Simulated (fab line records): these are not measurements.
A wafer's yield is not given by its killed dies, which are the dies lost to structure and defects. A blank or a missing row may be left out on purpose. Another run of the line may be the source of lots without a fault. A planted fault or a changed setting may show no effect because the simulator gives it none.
Which tool did it? ; flow gf180mcu ; 33 wafers from 13 lots sampled at 4 of the route's 602 steps

## WHAT EACH GAUGE READ, for each wafer
GF_STI_CD_MEAS_12: the cd target is 220 nm.
lot;measured;on;cd nm (nm)
L487;day 2 02:39;cd sem-02;221.6 220.4 220.3
L488;day 2 06:13;cd sem-01;219.9 220.8 219.6
L489;day 2 11:28;cd sem-02;219.7 220.2 219.9
L490;day 2 16:46;cd sem-01;221.9 221.3 221.0
L491;day 2 21:20;cd sem-02;220.6 219.2 220.4
L492;day 3 02:28;cd sem-02;220.3 219.9 220.7
L493;day 3 09:08;cd sem-01;218.9 218.8 218.6
L494;day 3 12:49;cd sem-02;221.3 220.6 219.4
L501;day 5 01:19;cd sem-02;201.5 201.8
L502;day 5 07:44;cd sem-02;202.5 202.1
L504;day 5 17:28;cd sem-01;201.8 202.3
L506;day 6 03:43;cd sem-01;221.8 222.6 222.4
L510;day 7 00:11;cd sem-01;220.9 219.6 220.6

GF_NWELL_OVL_MEAS_07.
lot;measured;on;NWELL_OVL (nm)
L487;day 3 07:05;overlay-01;-1.4 -0.5 -0.5
L488;day 3 11:43;overlay-01;-0.8 -1.1 -0.7
L489;day 3 16:55;overlay-02;-1.9 -1.6 -0.9
L490;day 3 21:52;overlay-01;-0.1 -0.2 1.7
L491;day 4 06:34;overlay-01;0.1 0.5 1.0
L492;day 4 09:25;overlay-01;-0.8 -1.3 -0.3
L493;day 4 16:04;overlay-01;0.0 1.1 0.4
L494;day 4 21:46;overlay-01;-0.3 -0.6 -0.5
L501;day 6 11:49;overlay-01;-1.6
L502;day 6 21:05;overlay-02;0.0
L504;day 7 04:58;overlay-01;-1.4
L506;day 7 15:34;overlay-02;0.3 -2.2 -1.2
L510;day 8 12:04;overlay-01;-2.8 -1.4 -2.0

GF_MVPSD_OVL_MEAS_07.
lot;measured;on;MVPSD_OVL (nm)
L487;day 4 22:28;overlay-01;-2.8 -1.9 -0.1
L488;day 5 04:58;overlay-01;0.8 -0.2 0.9
L489;day 5 11:31;overlay-02;-0.7 -0.3 -0.9
L490;day 5 15:19;overlay-01;1.3 1.4 0.8
L491;day 6 02:19;overlay-01;-0.5 -0.1 0.3
L492;day 6 05:31;overlay-01;0.0 0.4 -0.6
L493;day 6 12:01;overlay-02;-4.0 -3.9 -4.3
L494;day 6 18:31;overlay-01;0.1 1.6 0.9
L501;day 8 11:37;overlay-01;1.1
L502;day 8 22:47;overlay-02;-2.2
L504;day 9 06:28;overlay-02;0.5
L506;day 9 18:22;overlay-01;-0.3 -0.6 -0.7
L510;day 10 16:07;overlay-01;2.7 1.0 0.5

## EACH LOT AND THE TOOL THAT RAN IT (in order: tool; ch and the chambers of the sampled wafers; start)
lot;GF_STI_EXPOSE_09
L487;krf scanner-01 ch 0, day 1 20:43
L488;krf scanner-01 ch 0, day 2 00:16
L489;krf scanner-01 ch 0, day 2 06:16
L490;krf scanner-02 ch 0, day 2 10:53
L491;krf scanner-01 ch 0, day 2 15:18
L492;krf scanner-01 ch 0, day 2 20:58
L493;krf scanner-02 ch 0, day 3 02:50
L494;krf scanner-02 ch 0, day 3 06:37
L501;krf scanner-02 ch 0, day 4 18:43
L502;krf scanner-02 ch 0, day 5 01:02
L504;krf scanner-02 ch 0, day 5 10:35
L506;krf scanner-01 ch 0, day 5 20:05
L510;krf scanner-01 ch 0, day 6 16:39
- GF_STI_EXPOSE_09: exposes mask COMP, target cd 220 nm.

## WHAT THE TOOLS THEMSELVES READ (means of the sampled wafers that have a number; where no wafer has one, the mark that the record gives instead)
The record holds no such reading with a usual standard deviation.

## THE ANSWER, worked out from the rows above alone
Rule: the usual values come from the lots themselves. Put in order of their means at a reading, lots are off if they are a third of the lots or fewer, leave a main group of 4 or more, and stand apart from it by a gap of 3 or more times the standard deviation of the main group's means; of several such gaps the widest counts. A main group is skipped when, at the precision printed for the reading in the tables above, its means are all equal. Also off: a lot with no number at a reading for which 4 or more lots have one. Where the step has rows for the other lots, those lots are counted as sound. The gauges are gone through in route order, then the tools' own readings, and for those a lot's mean is taken as printed above. At the first step where some lot is off, the reading lying furthest off is the one used; lots without a number count as furthest.
Off: L501, L502, L504, at GF_STI_CD_MEAS_12 (cd nm). The main group has a mean of 220.4 nm with a standard deviation of 0.88.
If a tool, at a process step before that reading, ran all the lots that are off and no sound lot after the first of them, it fits. The gauges at GF_STI_CD_MEAS_12 are tried like those tools. One candidate fits, namely krf scanner-02 at GF_STI_EXPOSE_09. Its last sound lot is L494 (day 3 06:37), its first lot that is off L501 (day 4 18:43): a fault that began between those two fits.

## WHAT THE SIMULATOR HAD INSERTED
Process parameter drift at GF_STI_EXPOSE_09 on krf scanner-02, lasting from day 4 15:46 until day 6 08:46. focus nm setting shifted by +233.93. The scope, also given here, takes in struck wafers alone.
Lots struck among those shown: L501, L502, L504. The same result came from the rule above.
